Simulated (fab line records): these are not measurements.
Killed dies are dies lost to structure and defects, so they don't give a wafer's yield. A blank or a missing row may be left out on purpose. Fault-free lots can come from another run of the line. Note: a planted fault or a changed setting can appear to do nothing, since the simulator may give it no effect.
Split-lot study	flow gf180mcu	on a route of 602 steps: 5 lots, 21 wafers read

SPLIT DETAILS
At GF_M4_METAL_ETCH_16 (etches the open film in Cl2/BCl3, stops on SiO2, target depth 627.5 nm, time 104.6 s), the setting time-s was moved away from the recipe's 104.6 s on 5 of the 21 wafers read, by -13.0% to +4.1%. For the rest of the wafers, this setting stayed at what the recipe calls for.

The reading comes from the split's own step.

THE READING
KrF_of_M4_COAT_09.thk-nm (the simulator's own value, which no gauge read), in nm, at GF_M4_METAL_ETCH_16 (etches the open film in Cl2/BCl3, stops on SiO2, target depth 627.5 nm, time 104.6 s). The file does not state a usual value for it. Across the 16 wafers here that went through the recipe, the average is 735.7 nm and the standard deviation 8.5 nm.

wafer	tool, chamber at the split	time-s as run, s	against the recipe	KrF_of_M4_COAT_09.thk-nm, nm	against lot-mates on the recipe
L074.1	rie-metal-01, 0	93.66	-10.5%	751.8	+26.2
L074.3	rie-metal-01, 0	104.6	recipe	725.6	-
L074.5	rie-metal-01, 0	104.6	recipe	725.6	-
L076.1	rie-metal-03, 0	104.6	recipe	723.8	-
L076.2	rie-metal-03, 1	108.9	+4.1%	727.8	-2.9
L076.4	rie-metal-03, 1	104.6	recipe	733.3	-
L076.5	rie-metal-03, 1	104.6	recipe	735.1	-
L076.6	rie-metal-03, 0	108.9	+4.1%	715.3	-15.4
L077.1	rie-metal-02, 1	104.6	recipe	743.4	-
L077.2	rie-metal-02, 0	104.6	recipe	745.3	-
L077.3	rie-metal-02, 0	90.96	-13.0%	781.8	+38.0
L077.4	rie-metal-02, 1	90.96	-13.0%	771.3	+27.5
L077.5	rie-metal-02, 1	104.6	recipe	742.6	-
L079.1	rie-metal-01, 1	104.6	recipe	727.2	-
L079.2	rie-metal-01, 0	104.6	recipe	726.3	-
L079.5	rie-metal-01, 0	104.6	recipe	724.6	-
L082.1	rie-metal-02, 1	104.6	recipe	741.1	-
L082.2	rie-metal-02, 0	104.6	recipe	744.4	-
L082.4	rie-metal-02, 0	104.6	recipe	746.2	-
L082.5	rie-metal-02, 1	104.6	recipe	741.9	-
L082.6	rie-metal-02, 0	104.6	recipe	744.7	-

THE FIT
A straight line over all 21 wafers: KrF_of_M4_COAT_09.thk-nm changes by -2.82 nm for each +1% of time-s; r = -0.84; the points scatter about the line by 9 nm.
The same after taking each lot's own level away (the mean of its wafers on the recipe; 21 wafers): -2.48 nm for each +1%; r = -0.96; scatter 3.5 nm.
That fit puts the effect of the largest move of time-s on the reading at 32 nm.
Measured against the standard deviation above, the lots' own levels, which go from 725.60 to 743.77 nm, span 2.1 times it.
Hence the slope depends on the lot-to-lot level, as the two fits are not the same.
Check: +29.5 nm against its lot-mates is what the line predicts for one of the wafers moved furthest among these (-13.0%) when that wafer is left out of the fit. Against them it came out at +38 nm.

THESE WAFERS: OTHER SPLITS
Other splits were also applied to these wafers ahead of the reading. Each is held against what the fit with the lots' levels taken away leaves over:
other split on the same wafers	wafers away from the commonest value	r with KrF_of_M4_COAT_09.thk-nm (lot level and that fit taken away)
GF_V2_SPUTTER_21 chamber-pressure-pa	16	+0.00
GF_M3_SPUTTER_01 power-w	7	+0.40
GF_M3_PEB_12 peb-time-s	9	+0.22
GF_V3_CVD_02 time-s	4	-0.09
GF_M4_SPUTTER_04 time-s	6	-0.36

THE WHOLE CHAIN: every reading that the file lists as answering this split, in the file's order
step	what it does	reading	change (the file's fit)	r (the file's)
GF_M4_METAL_ETCH_16	etches the open film in Cl2/BCl3, stops on SiO2, target depth 627.5 nm, time 104.6 s	M4.feature-depth-nm (the simulator's own value, which no gauge read)	+4.16 nm for each +1% of the setting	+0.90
GF_M4_METAL_ETCH_16	etches the open film in Cl2/BCl3, stops on SiO2, target depth 627.5 nm, time 104.6 s	KrF_of_M4_COAT_09.thk-nm (the simulator's own value, which no gauge read)	-2.49 nm for each +1% of the setting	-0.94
GF_M4_STRIP_17	strips in O2/N2	strip-time-to-endpoint-s	withheld for each +1% of the setting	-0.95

THE FILE'S OWN FIT
KrF_of_M4_COAT_09.thk-nm changes by -2.49 nm for each +1% of time-s, r = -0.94.
